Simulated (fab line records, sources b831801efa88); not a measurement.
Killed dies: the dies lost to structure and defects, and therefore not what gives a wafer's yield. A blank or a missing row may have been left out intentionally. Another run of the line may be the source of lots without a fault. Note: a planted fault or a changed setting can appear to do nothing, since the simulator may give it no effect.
fab line records | flow gf180mcu | part 1 of 2: steps 1 to 30 of 40
record: lots: 5 | wafers: 15 | last-day: 33
route steps=602 shown NSD@247 PSD@248 SAB@264 SALICIDE@278
lots untouched by any fault: they come from a run of this same line in which no faults occurred
start-h: the number of hours between the record's first day and the start of the first shown wafer of the lot | wait-h: hours since the lot's step before | " same as the row above | L1.1+2: a single row standing in for several wafers | - value missing, or start not given | * or withheld: withheld | < > ~ a bound
route shown NAME@n: names a module that has steps shown in the file, with the first one's number in the route | usual: average and standard deviation across the fault-free wafers | same: alike in all rows | chamber/n: place in a boat | sites: readings site by site | _std_site: standard deviation across them | _edge_site: the outer-site mean with the inner-site mean subtracted | radius-mm: for every site, how far away it sits from the centre of the wafer | mask NAME#n: copy n | behind: tool/chamber where the wafer was last shaped | hold: the reason the lot was held/the length of the hold in hours/how it ended | device: the transistor (n, p or np) that didn't switch | end of line: the same wafers' tests at the end of the route | for a step that has no rows: nothing shown but its recipe | killed: at the first sort, the dies lost to defects and structure; wafer yield is something else | map: dies across one wafer; x = killed, . = not, _ = none there
set.NAME: the setting that was run; set.NAME@STEP: the one run at that earlier step | model.NAME: the simulator's own value behind a step, which no gauge read
lots at some steps of the route; a table a step, a row a wafer
services: the hour from which a tool's chamber was out of use, counted from the record's first day as start-h (under 0 if before that day), plus the number of hours and why
== steps ==
step: GF_NSD_TW_MEAS_12
usual: NSD_TW: 4254/25
lot.wafer | tool          | chamber | start-h | wait-h | NSD_TW
L077.3    | film-metro-03 | -       | 327.14  | 0.1    | 4190
L077.5    | "             | -       | "       | "      | 4188
L077.6    | "             | -       | "       | "      | 4192
L078.2    | film-metro-02 | -       | 334.43  | 0.1    | 4237
L078.3    | "             | -       | "       | "      | 4258
L078.5    | "             | -       | "       | "      | 4242
L086.3    | film-metro-02 | -       | 405.84  | 0.1    | 4307
L086.4    | "             | -       | "       | "      | 4304
L086.5    | "             | -       | "       | "      | 4310
L087.2    | film-metro-03 | -       | 408.97  | 0.1    | 4236
L087.4    | "             | -       | "       | "      | 4208
L087.6    | "             | -       | "       | "      | 4254
L091.1    | film-metro-03 | -       | 436.56  | 0.1    | 4246
L091.3    | "             | -       | "       | "      | 4244
L091.4    | "             | -       | "       | "      | 4247
step: GF_PSD_DEHYDRATE_00
recipe: temp-c: 200 | time-s: 60
lot.wafer  | tool           | chamber | start-h | wait-h
L077.3+5+6 | litho-track-02 | 0       | 336.85  | 9.7
L078.2+3+5 | litho-track-02 | 0       | 344.08  | 9.6
L086.3+4+5 | litho-track-04 | 0       | 416.88  | 11.0
L087.2+4+6 | litho-track-04 | 0       | 420.00  | 11.0
L091.1+3+4 | litho-track-02 | 0       | 447.90  | 11.3
step: GF_PSD_HMDS_01
recipe: prime-time-s: 60 | prime-temp-c: 120
lot.wafer  | tool           | chamber | start-h | wait-h
L077.3+5+6 | litho-track-02 | 0       | 337.00  | 0.1
L078.2+3+5 | litho-track-02 | 0       | 344.23  | 0.1
L086.3+4+5 | litho-track-04 | 0       | 417.03  | 0.1
L087.2+4+6 | litho-track-04 | 0       | 420.15  | 0.1
L091.1+3+4 | litho-track-02 | 0       | 448.05  | 0.1
step: GF_PSD_COAT_02
recipe: resist: NOVOLAK | spin-rpm: 3000 | resist-thk-nm: 1000
lot.wafer  | tool           | chamber | start-h | wait-h
L077.3+5+6 | litho-track-02 | 0       | 337.15  | 0.1
L078.2+3+5 | litho-track-02 | 0       | 344.38  | 0.1
L086.3+4+5 | litho-track-04 | 0       | 417.18  | 0.1
L087.2+4+6 | litho-track-04 | 0       | 420.30  | 0.1
L091.1+3+4 | litho-track-02 | 0       | 448.20  | 0.1
step: GF_PSD_SOFTBAKE_03
recipe: temp-c: 90 | time-s: 60 | resist: NOVOLAK
lot.wafer  | tool           | chamber | start-h | wait-h
L077.3+5+6 | litho-track-02 | 0       | 337.30  | 0.1
L078.2+3+5 | litho-track-02 | 0       | 344.53  | 0.1
L086.3+4+5 | litho-track-04 | 0       | 417.33  | 0.1
L087.2+4+6 | litho-track-04 | 0       | 420.45  | 0.1
L091.1+3+4 | litho-track-02 | 0       | 448.35  | 0.1
step: GF_PSD_EXPOSE_04
recipe: mask-id: Pplus | target-cd-nm: 400 | na: 0.6 | source-shape: conventional | sigma-outer: 0.6 | dose-mj: 140
usual: reticle-temp-C: 23.02/0.11
lot.wafer | tool             | chamber | start-h | wait-h | mask    | reticle-temp-C
L077.3    | iline-stepper-01 | 0       | -       | -      | Pplus#0 | 22.93
L077.5    | "                | 0       | "       | "      | Pplus#0 | 22.85
L077.6    | "                | 0       | "       | "      | Pplus#0 | 22.94
L078.2    | iline-stepper-02 | 0       | -       | -      | Pplus#0 | 23.11
L078.3    | "                | 0       | "       | "      | Pplus#0 | 23.02
L078.5    | "                | 0       | "       | "      | Pplus#0 | 23.20
L086.3    | iline-stepper-01 | 0       | -       | -      | Pplus#0 | 23.01
L086.4    | "                | 0       | "       | "      | Pplus#0 | 22.89
L086.5    | "                | 0       | "       | "      | Pplus#0 | 22.92
L087.2    | iline-stepper-02 | 0       | -       | -      | Pplus#0 | 22.94
L087.4    | "                | 0       | "       | "      | Pplus#0 | 22.91
L087.6    | "                | 0       | "       | "      | Pplus#0 | 22.95
L091.1    | iline-stepper-02 | 0       | -       | -      | Pplus#0 | 23.13
L091.3    | "                | 0       | "       | "      | Pplus#0 | 23.15
L091.4    | "                | 0       | "       | "      | Pplus#0 | 23.19
step: GF_PSD_PEB_05
recipe: temp-c: withheld | time-s: * | resist: NOVOLAK
lot.wafer  | tool           | chamber | start-h | wait-h
L077.3+5+6 | litho-track-04 | 0       | -       | -
L078.2+3+5 | litho-track-04 | 0       | -       | -
L086.3+4+5 | litho-track-04 | 0       | -       | -
L087.2+4+6 | litho-track-03 | 0       | -       | -
L091.1+3+4 | litho-track-02 | 0       | -       | -
step: GF_PSD_DEVELOP_06
recipe: develop-time-s: 60 | dev-temp-c: 23
same: develop-time-s: 60
lot.wafer  | tool           | chamber | start-h | wait-h
L077.3+5+6 | litho-track-04 | 0       | 347.13  | 0.1
L078.2+3+5 | litho-track-04 | 0       | 355.75  | 0.1
L086.3+4+5 | litho-track-04 | 0       | 429.03  | 0.1
L087.2+4+6 | litho-track-03 | 0       | 432.23  | 0.1
L091.1+3+4 | litho-track-02 | 0       | 460.60  | 0.1
step: GF_PSD_CD_MEAS_07
recipe: target-cd-nm: 400
usual: cd-nm: 400.1/2
lot.wafer | tool      | chamber | start-h | wait-h | cd-nm
L077.3    | cd-sem-02 | -       | 347.27  | 0.1    | 402.4
L077.5    | "         | -       | "       | "      | 401.6
L077.6    | "         | -       | "       | "      | 403.4
L078.2    | cd-sem-02 | -       | 355.90  | 0.1    | 399.9
L078.3    | "         | -       | "       | "      | 399.7
L078.5    | "         | -       | "       | "      | 399.9
L086.3    | cd-sem-01 | -       | 429.17  | 0.1    | 401.7
L086.4    | "         | -       | "       | "      | 402.8
L086.5    | "         | -       | "       | "      | 402.8
L087.2    | cd-sem-02 | -       | 432.47  | 0.2    | 401.7
L087.4    | "         | -       | "       | "      | 401.3
L087.6    | "         | -       | "       | "      | 402.2
L091.1    | cd-sem-02 | -       | 460.75  | 0.1    | 395.8
L091.3    | "         | -       | "       | "      | 394.0
L091.4    | "         | -       | "       | "      | 397.7
step: GF_PSD_OVL_MEAS_08
usual: PSD_OVL: -0.1/1.3
lot.wafer | tool       | chamber | start-h | wait-h | PSD_OVL[nm]
L077.3    | overlay-01 | -       | 347.36  | 0.1    | -0.5
L077.5    | "          | -       | "       | "      | -0.3
L077.6    | "          | -       | "       | "      | 1.3
L078.2    | overlay-01 | -       | 356.00  | 0.1    | -1.4
L078.3    | "          | -       | "       | "      | -1.7
L078.5    | "          | -       | "       | "      | -3.1
L086.3    | overlay-01 | -       | 429.26  | 0.1    | 1.4
L086.4    | "          | -       | "       | "      | 0.6
L086.5    | "          | -       | "       | "      | 1.1
L087.2    | overlay-01 | -       | 432.57  | 0.1    | -0.4
L087.4    | "          | -       | "       | "      | 0.7
L087.6    | "          | -       | "       | "      | -0.6
L091.1    | overlay-02 | -       | 460.87  | 0.1    | 1.8
L091.3    | "          | -       | "       | "      | 0.2
L091.4    | "          | -       | "       | "      | 0.3
step: GF_PSD_IMPLANT_09
recipe: species: BF2 | energy-kev: 40 | dose-cm2: 1.5e+15 | tilt-deg: 7
usual: beam-energy-keV: 39.998/0.012 | beam-on-s: 10.01/0.19
lot.wafer | tool         | chamber | start-h | wait-h | beam-energy-keV | beam-on-s
L077.3    | implanter-01 | 0       | 347.43  | 0.1    | 39.995          | 10.08
L077.5    | "            | 0       | "       | "      | 40.006          | 10.16
L077.6    | "            | 0       | "       | "      | 40.014          | 9.72
L078.2    | implanter-02 | 0       | 356.06  | 0.0    | 39.999          | 9.95
L078.3    | "            | 0       | "       | "      | 40.017          | 10.30
L078.5    | "            | 0       | "       | "      | 40.016          | 10.37
L086.3    | implanter-01 | 0       | 429.33  | 0.1    | 40.005          | 10.04
L086.4    | "            | 0       | "       | "      | 40.009          | 10.03
L086.5    | "            | 0       | "       | "      | 40.022          | 10.09
L087.2    | implanter-01 | 0       | 432.63  | 0.0    | 40.001          | 9.87
L087.4    | "            | 0       | "       | "      | 39.991          | 9.96
L087.6    | "            | 0       | "       | "      | 39.986          | 10.14
L091.1    | implanter-03 | 0       | 460.91  | 0.0    | 40.005          | 9.86
L091.3    | "            | 0       | "       | "      | 39.996          | 9.86
L091.4    | "            | 0       | "       | "      | 39.990          | 9.92
step: GF_PSD_STRIP_10
recipe: chemistry: O2/N2 | power-w: 1400 | pressure-mtorr: 1500 | platen-temp-c: 250 | o2-flow-sccm: 3000 | n2-flow-sccm: 300 | overash-fraction: 0.5
usual: drypump-motor-current-A: 5.5/0.64 | heater-power-w: 335/36 | n2-flow-sccm: 300.0/0.96 | oes-product-au: 0.592/0.0046 | strip-time-to-endpoint-s: 16.53/0.037
lot.wafer | tool            | chamber | start-h | wait-h | drypump-motor-current-A | heater-power-w | n2-flow-sccm | oes-product-au | rf-hours-counter-h | strip-time-to-endpoint-s
L077.3    | plasma-asher-02 | 1       | 347.57  | 0.1    | 6.7                     | 343            | 299.7        | 0.596          | -                  | 16.50
L077.5    | "               | 1       | "       | "      | 6.7                     | 336            | 300.0        | 0.588          | -                  | 16.53
L077.6    | "               | 0       | "       | "      | 5.2                     | 348            | 300.0        | 0.587          | -                  | 16.54
L078.2    | plasma-asher-02 | 0       | 356.18  | 0.1    | 5.2                     | 346            | 299.1        | 0.600          | 73                 | 16.49
L078.3    | "               | 0       | "       | "      | 5.2                     | 349            | 298.9        | 0.593          | -                  | 16.52
L078.5    | "               | 1       | "       | "      | 6.7                     | 343            | 300.5        | 0.579          | -                  | 16.51
L086.3    | plasma-asher-04 | 1       | 429.46  | 0.1    | 5.8                     | 289            | 300.5        | 0.594          | -                  | 16.57
L086.4    | "               | 0       | "       | "      | 4.6                     | 338            | 301.9        | 0.599          | -                  | 16.60
L086.5    | "               | 0       | "       | "      | 4.7                     | 327            | 300.2        | 0.592          | -                  | 16.51
L087.2    | plasma-asher-04 | 1       | 432.75  | 0.1    | 5.7                     | 303            | 299.7        | 0.587          | 30                 | 16.51
L087.4    | "               | 0       | "       | "      | 4.7                     | 324            | 300.5        | 0.594          | -                  | 16.52
L087.6    | "               | 0       | "       | "      | 4.7                     | 329            | 300.8        | 0.589          | -                  | 16.52
L091.1    | plasma-asher-01 | 1       | 461.06  | 0.1    | 5.4                     | 301            | 298.9        | 0.588          | 3                  | 16.55
L091.3    | "               | 0       | "       | "      | 5.6                     | 383            | 300.9        | 0.586          | -                  | 16.53
L091.4    | "               | 1       | "       | "      | 5.4                     | 293            | 298.6        | 0.593          | -                  | 16.57
step: GF_PSD_TW_MEAS_11
usual: PSD_TW: 3191/19
lot.wafer | tool          | chamber | start-h | wait-h | PSD_TW
L077.3    | film-metro-02 | -       | 347.65  | 0.1    | 3189
L077.5    | "             | -       | "       | "      | 3216
L077.6    | "             | -       | "       | "      | 3202
L078.2    | film-metro-03 | -       | 356.29  | 0.1    | 3212
L078.3    | "             | -       | "       | "      | 3194
L078.5    | "             | -       | "       | "      | 3212
L086.3    | film-metro-01 | -       | 429.55  | 0.1    | 3165
L086.4    | "             | -       | "       | "      | 3161
L086.5    | "             | -       | "       | "      | 3141
L087.2    | film-metro-02 | -       | 432.86  | 0.1    | 3192
L087.4    | "             | -       | "       | "      | 3209
L087.6    | "             | -       | "       | "      | 3209
L091.1    | film-metro-03 | -       | 461.16  | 0.1    | 3189
L091.3    | "             | -       | "       | "      | 3174
L091.4    | "             | -       | "       | "      | 3190
step: GF_PSD_CLEAN_12
recipe: chemistry: SC1/SC2 | mix: 1:4:20 | temp-c: 70 | time-s: 150 | dry: n2-spin
usual: temp-c: 70.01/0.13
lot.wafer | tool         | chamber | start-h | wait-h | temp-c
L077.3    | wet-bench-01 | 0       | 347.69  | 0.0    | 69.98
L077.5    | "            | 0       | "       | "      | 70.07
L077.6    | "            | 0       | "       | "      | 69.92
L078.2    | wet-bench-03 | 2       | 356.34  | 0.0    | 70.00
L078.3    | "            | 2       | "       | "      | 70.03
L078.5    | "            | 2       | "       | "      | 69.97
L086.3    | wet-bench-01 | 1       | 429.59  | 0.0    | 69.93
L086.4    | "            | 1       | "       | "      | 69.99
L086.5    | "            | 1       | "       | "      | 69.98
L087.2    | wet-bench-01 | 2       | 432.91  | 0.0    | 69.88
L087.4    | "            | 2       | "       | "      | 69.71
L087.6    | "            | 2       | "       | "      | 70.05
L091.1    | wet-bench-02 | 1       | 461.22  | 0.1    | 70.08
L091.3    | "            | 1       | "       | "      | 69.86
L091.4    | "            | 1       | "       | "      | 70.07
step: GF_PSD_RTA_13
recipe: temp-c: 1025 | time-s: 20 | ambient: N2
usual: lamp-power-pct: 37.1/2.2 | wafer_temp_C_max: 1028.8/0.82
lot.wafer | tool          | chamber | start-h | wait-h | lamp-power-pct | wafer_temp_C_max
L077.3    | rtp-anneal-01 | 0       | 347.78  | 0.0    | 39.6           | 1029.7
L077.5    | "             | 0       | "       | "      | 39.7           | 1028.6
L077.6    | "             | 0       | "       | "      | 39.8           | 1029.2
L078.2    | rtp-anneal-02 | 0       | 356.42  | 0.0    | 35.3           | 1029.2
L078.3    | "             | 0       | "       | "      | 35.2           | 1028.0
L078.5    | "             | 0       | "       | "      | 35.3           | 1028.2
L086.3    | rtp-anneal-02 | 0       | 429.67  | 0.0    | 35.2           | 1030.7
L086.4    | "             | 0       | "       | "      | 35.2           | 1029.1
L086.5    | "             | 0       | "       | "      | 35.2           | 1028.7
L087.2    | rtp-anneal-01 | 0       | 432.98  | 0.0    | 39.7           | 1029.2
L087.4    | "             | 0       | "       | "      | 39.6           | 1028.4
L087.6    | "             | 0       | "       | "      | 39.7           | 1028.1
L091.1    | rtp-anneal-02 | 0       | 461.27  | 0.0    | 35.2           | 1028.1
L091.3    | "             | 0       | "       | "      | 35.3           | 1029.0
L091.4    | "             | 0       | "       | "      | 35.2           | 1028.3
step: GF_PSD_RS_MEAS_14
recipe: thk-meas-gauge: four-point-probe
usual: NSD_RS: 46.09/0.072
lot.wafer | tool          | chamber | start-h | wait-h | NSD_RS[ohm/sq]
L077.3    | film-metro-01 | -       | 347.87  | 0.1    | 46.11
L077.5    | "             | -       | "       | "      | 46.07
L077.6    | "             | -       | "       | "      | 46.20
L078.2    | film-metro-01 | -       | 356.51  | 0.1    | 46.11
L078.3    | "             | -       | "       | "      | 46.21
L078.5    | "             | -       | "       | "      | 46.07
L086.3    | film-metro-03 | -       | 429.76  | 0.1    | 46.14
L086.4    | "             | -       | "       | "      | 46.23
L086.5    | "             | -       | "       | "      | 46.14
L087.2    | film-metro-01 | -       | 433.06  | 0.1    | 46.04
L087.4    | "             | -       | "       | "      | 46.07
L087.6    | "             | -       | "       | "      | 46.17
L091.1    | film-metro-02 | -       | 461.36  | 0.1    | 46.06
L091.3    | "             | -       | "       | "      | 46.03
L091.4    | "             | -       | "       | "      | 46.01
step: GF_PSD_RS_MEAS_15
recipe: thk-meas-gauge: four-point-probe
usual: PSD_RS: 108.45/0.26
lot.wafer | tool          | chamber | start-h | wait-h | PSD_RS[ohm/sq]
L077.3    | film-metro-01 | -       | 347.99  | 0.1    | 108.44
L077.5    | "             | -       | "       | "      | 108.45
L077.6    | "             | -       | "       | "      | 108.78
L078.2    | film-metro-01 | -       | 356.63  | 0.1    | 108.63
L078.3    | "             | -       | "       | "      | 108.91
L078.5    | "             | -       | "       | "      | 108.42
L086.3    | film-metro-03 | -       | 429.88  | 0.1    | 108.93
L086.4    | "             | -       | "       | "      | 108.36
L086.5    | "             | -       | "       | "      | 108.61
L087.2    | film-metro-01 | -       | 433.18  | 0.1    | 108.21
L087.4    | "             | -       | "       | "      | 108.54
L087.6    | "             | -       | "       | "      | 108.48
L091.1    | film-metro-02 | -       | 461.48  | 0.1    | 108.15
L091.3    | "             | -       | "       | "      | 108.35
L091.4    | "             | -       | "       | "      | 108.10
step: GF_SAB_CVD_00
recipe: material: SiO2 | target-thk-nm: 50 | precursor: TEOS | temp-c: 400 | time-s: 4.9302 | rf-w: 600
usual: heater-power-w: 611/75
lot.wafer | tool     | chamber | start-h | wait-h | heater-power-w
L077.3    | pecvd-03 | 2       | 348.07  | 0.1    | 573
L077.5    | "        | 0       | "       | "      | 606
L077.6    | "        | 1       | "       | "      | 524
L078.2    | pecvd-02 | 2       | 356.73  | 0.1    | 642
L078.3    | "        | 0       | "       | "      | 593
L078.5    | "        | 2       | "       | "      | 665
L086.3    | pecvd-02 | 0       | 429.96  | 0.1    | 652
L086.4    | "        | 1       | "       | "      | 737
L086.5    | "        | 0       | "       | "      | 664
L087.2    | pecvd-01 | 1       | 433.28  | 0.1    | 607
L087.4    | "        | 2       | "       | "      | 613
L087.6    | "        | 1       | "       | "      | 454
L091.1    | pecvd-01 | 2       | 461.60  | 0.1    | 605
L091.3    | "        | 0       | "       | "      | 713
L091.4    | "        | 0       | "       | "      | 708
step: GF_SAB_THK_MEAS_01
recipe: reads: SiO2_of_SAB_CVD_00
usual: SAB_CVD_00_THK: 49.7/0.87
lot.wafer | tool          | chamber | start-h | wait-h | SAB_CVD_00_THK[nm]
L077.3    | film-metro-02 | -       | 348.11  | 0.0    | 50.1
L077.5    | "             | -       | "       | "      | 50.2
L077.6    | "             | -       | "       | "      | 51.5
L078.2    | film-metro-04 | -       | 356.75  | 0.0    | 48.5
L078.3    | "             | -       | "       | "      | 48.3
L078.5    | "             | -       | "       | "      | 48.9
L086.3    | film-metro-02 | -       | 430.00  | 0.0    | 48.1
L086.4    | "             | -       | "       | "      | 48.6
L086.5    | "             | -       | "       | "      | 48.7
L087.2    | film-metro-04 | -       | 433.31  | 0.0    | 48.7
L087.4    | "             | -       | "       | "      | 49.7
L087.6    | "             | -       | "       | "      | 49.5
L091.1    | film-metro-04 | -       | 461.62  | 0.0    | 48.6
L091.3    | "             | -       | "       | "      | 48.6
L091.4    | "             | -       | "       | "      | 49.6
step: GF_SAB_DEHYDRATE_02
recipe: temp-c: 200 | time-s: 60
lot.wafer  | tool           | chamber | start-h | wait-h
L077.3+5+6 | litho-track-01 | 0       | 358.96  | 10.8
L078.2+3+5 | litho-track-04 | 0       | 367.25  | 10.5
L086.3+4+5 | litho-track-01 | 0       | 441.36  | 11.3
L087.2+4+6 | litho-track-03 | 0       | 444.48  | 11.2
L091.1+3+4 | litho-track-04 | 0       | 472.32  | 10.7
step: GF_SAB_HMDS_03
recipe: prime-time-s: 60 | prime-temp-c: 120
lot.wafer  | tool           | chamber | start-h | wait-h
L077.3+5+6 | litho-track-01 | 0       | 359.11  | 0.1
L078.2+3+5 | litho-track-04 | 0       | 367.40  | 0.1
L086.3+4+5 | litho-track-01 | 0       | 441.51  | 0.1
L087.2+4+6 | litho-track-03 | 0       | 444.63  | 0.1
L091.1+3+4 | litho-track-04 | 0       | 472.47  | 0.1
step: GF_SAB_COAT_04
recipe: resist: NOVOLAK | spin-rpm: 3000 | resist-thk-nm: 1000
lot.wafer  | tool           | chamber | start-h | wait-h
L077.3+5+6 | litho-track-01 | 0       | 359.26  | 0.1
L078.2+3+5 | litho-track-04 | 0       | 367.55  | 0.1
L086.3+4+5 | litho-track-01 | 0       | 441.66  | 0.1
L087.2+4+6 | litho-track-03 | 0       | 444.78  | 0.1
L091.1+3+4 | litho-track-04 | 0       | 472.62  | 0.1
step: GF_SAB_SOFTBAKE_05
recipe: temp-c: 90 | time-s: 60 | resist: NOVOLAK
lot.wafer  | tool           | chamber | start-h | wait-h
L077.3+5+6 | litho-track-01 | 0       | 359.41  | 0.1
L078.2+3+5 | litho-track-04 | 0       | 367.70  | 0.1
L086.3+4+5 | litho-track-01 | 0       | 441.81  | 0.1
L087.2+4+6 | litho-track-03 | 0       | 444.93  | 0.1
L091.1+3+4 | litho-track-04 | 0       | 472.77  | 0.1
step: GF_SAB_EXPOSE_06
recipe: mask-id: SAB | target-cd-nm: 420 | na: 0.6 | source-shape: conventional | sigma-outer: 0.6 | dose-mj: 140
usual: reticle-temp-C: 23.01/0.11
lot.wafer | tool             | chamber | start-h | wait-h | mask  | reticle-temp-C
L077.3    | iline-stepper-01 | 0       | -       | -      | SAB#0 | 23.06
L077.5    | "                | 0       | "       | "      | SAB#0 | 23.04
L077.6    | "                | 0       | "       | "      | SAB#0 | 23.09
L078.2    | iline-stepper-01 | 0       | -       | -      | SAB#0 | 23.16
L078.3    | "                | 0       | "       | "      | SAB#0 | 23.00
L078.5    | "                | 0       | "       | "      | SAB#0 | 23.22
L086.3    | iline-stepper-01 | 0       | -       | -      | SAB#0 | 22.81
L086.4    | "                | 0       | "       | "      | SAB#0 | 22.90
L086.5    | "                | 0       | "       | "      | SAB#0 | 22.94
L087.2    | iline-stepper-01 | 0       | -       | -      | SAB#0 | 23.05
L087.4    | "                | 0       | "       | "      | SAB#0 | 23.03
L087.6    | "                | 0       | "       | "      | SAB#0 | 22.91
L091.1    | iline-stepper-02 | 0       | -       | -      | SAB#0 | 23.04
L091.3    | "                | 0       | "       | "      | SAB#0 | 23.05
L091.4    | "                | 0       | "       | "      | SAB#0 | 23.01
step: GF_SAB_PEB_07
recipe: temp-c: withheld | time-s: * | resist: NOVOLAK
lot.wafer  | tool           | chamber | start-h | wait-h
L077.3+5+6 | litho-track-01 | 0       | -       | -
L078.2+3+5 | litho-track-01 | 0       | -       | -
L086.3+4+5 | litho-track-04 | 0       | -       | -
L087.2+4+6 | litho-track-04 | 0       | -       | -
L091.1+3+4 | litho-track-01 | 0       | -       | -
step: GF_SAB_DEVELOP_08
recipe: develop-time-s: 60 | dev-temp-c: 23
same: develop-time-s: 60
lot.wafer  | tool           | chamber | start-h | wait-h
L077.3+5+6 | litho-track-01 | 0       | 370.46  | 0.1
L078.2+3+5 | litho-track-01 | 0       | 378.88  | 0.1
L086.3+4+5 | litho-track-04 | 0       | 453.87  | 0.1
L087.2+4+6 | litho-track-04 | 0       | 456.70  | 0.1
L091.1+3+4 | litho-track-01 | 0       | 484.50  | 0.1
step: GF_SAB_CD_MEAS_09
recipe: target-cd-nm: 420
usual: cd-nm: 419.8/1.9
lot.wafer | tool      | chamber | start-h | wait-h | cd-nm
L077.3    | cd-sem-01 | -       | 370.60  | 0.1    | 421.2
L077.5    | "         | -       | "       | "      | 422.4
L077.6    | "         | -       | "       | "      | 422.4
L078.2    | cd-sem-02 | -       | 379.03  | 0.1    | 418.2
L078.3    | "         | -       | "       | "      | 421.0
L078.5    | "         | -       | "       | "      | 420.7
L086.3    | cd-sem-01 | -       | 454.01  | 0.1    | 420.8
L086.4    | "         | -       | "       | "      | 419.1
L086.5    | "         | -       | "       | "      | 423.7
L087.2    | cd-sem-01 | -       | 456.90  | 0.2    | 420.1
L087.4    | "         | -       | "       | "      | 418.7
L087.6    | "         | -       | "       | "      | 420.4
L091.1    | cd-sem-01 | -       | 484.65  | 0.1    | 417.6
L091.3    | "         | -       | "       | "      | 422.3
L091.4    | "         | -       | "       | "      | 419.0
step: GF_SAB_OVL_MEAS_10
usual: SAB_OVL: 0.0/1.5
lot.wafer | tool       | chamber | start-h | wait-h | SAB_OVL[nm]
L077.3    | overlay-02 | -       | 370.69  | 0.1    | 1.1
L077.5    | "          | -       | "       | "      | 0.7
L077.6    | "          | -       | "       | "      | 1.8
L078.2    | overlay-01 | -       | 379.13  | 0.1    | 2.0
L078.3    | "          | -       | "       | "      | 0.9
L078.5    | "          | -       | "       | "      | 3.5
L086.3    | overlay-01 | -       | 454.11  | 0.1    | 0.2
L086.4    | "          | -       | "       | "      | 2.2
L086.5    | "          | -       | "       | "      | -0.1
L087.2    | overlay-02 | -       | 457.00  | 0.1    | 1.4
L087.4    | "          | -       | "       | "      | -0.9
L087.6    | "          | -       | "       | "      | 0.1
L091.1    | overlay-01 | -       | 484.77  | 0.1    | -1.2
L091.3    | "          | -       | "       | "      | -1.2
L091.4    | "          | -       | "       | "      | -1.7
step: GF_SAB_ETCH_11
recipe: chemistry: C4F8/O2/Ar | mask-material: NOVOLAK | target: SiO2 | target-depth-nm: 55 | source-w: 1500 | bias-w: 1200 | pressure-mtorr: 40 | c4f8-flow-sccm: withheld | O2_flow_sccm: 6 | Ar_flow_sccm: 300 | time-s: 8.5
usual: oes-product-au: 1.003/0.014
lot.wafer | tool        | chamber | start-h | wait-h | oes-product-au | rf-hours-counter-h
L077.3    | rie-diel-04 | 0       | 370.71  | 0.0    | 1.000          | 2
L077.5    | "           | 1       | "       | "      | 1.023          | -
L077.6    | "           | 0       | "       | "      | 0.995          | -
L078.2    | rie-diel-04 | 1       | 379.16  | 0.0    | 1.026          | 14
L078.3    | "           | 2       | "       | "      | 0.993          | 9
L078.5    | "           | 3       | "       | "      | 0.981          | -
L086.3    | rie-diel-03 | 1       | 454.13  | 0.0    | 1.014          | 103
L086.4    | "           | 0       | "       | "      | 1.003          | 12
L086.5    | "           | 2       | "       | "      | 0.995          | -
L087.2    | rie-diel-04 | 1       | 457.03  | 0.0    | 1.001          | 16
L087.4    | "           | 3       | "       | "      | 0.998          | 99
L087.6    | "           | 0       | "       | "      | 1.006          | -
L091.1    | rie-diel-01 | 3       | 484.81  | 0.0    | 1.022          | 4
L091.3    | "           | 0       | "       | "      | 0.979          | 19
L091.4    | "           | 1       | "       | "      | 0.977          | 7
step: GF_SAB_WET_ETCH_12
recipe: chemistry: dHF | target-depth-nm: 22 | dry: n2-spin | target: SiO2 | temp-c: 25 | dilution: 100:1 | time-s: 440
usual: temp-c: 25.00/0.1
lot.wafer | tool         | chamber | start-h | wait-h | temp-c
L077.3    | wet-bench-04 | 0       | 370.73  | 0.0    | 24.96
L077.5    | "            | 0       | "       | "      | 24.97
L077.6    | "            | 0       | "       | "      | 24.99
L078.2    | wet-bench-03 | 3       | 379.18  | 0.0    | 25.10
L078.3    | "            | 3       | "       | "      | 25.12
L078.5    | "            | 3       | "       | "      | 25.21
L086.3    | wet-bench-01 | 3       | 454.15  | 0.0    | 24.97
L086.4    | "            | 3       | "       | "      | 25.05
L086.5    | "            | 3       | "       | "      | 25.01
L087.2    | wet-bench-04 | 2       | 457.05  | 0.0    | 24.94
L087.4    | "            | 2       | "       | "      | 25.00
L087.6    | "            | 2       | "       | "      | 24.88
L091.1    | wet-bench-03 | 2       | 484.83  | 0.0    | 25.04
L091.3    | "            | 2       | "       | "      | 25.00
L091.4    | "            | 2       | "       | "      | 24.86
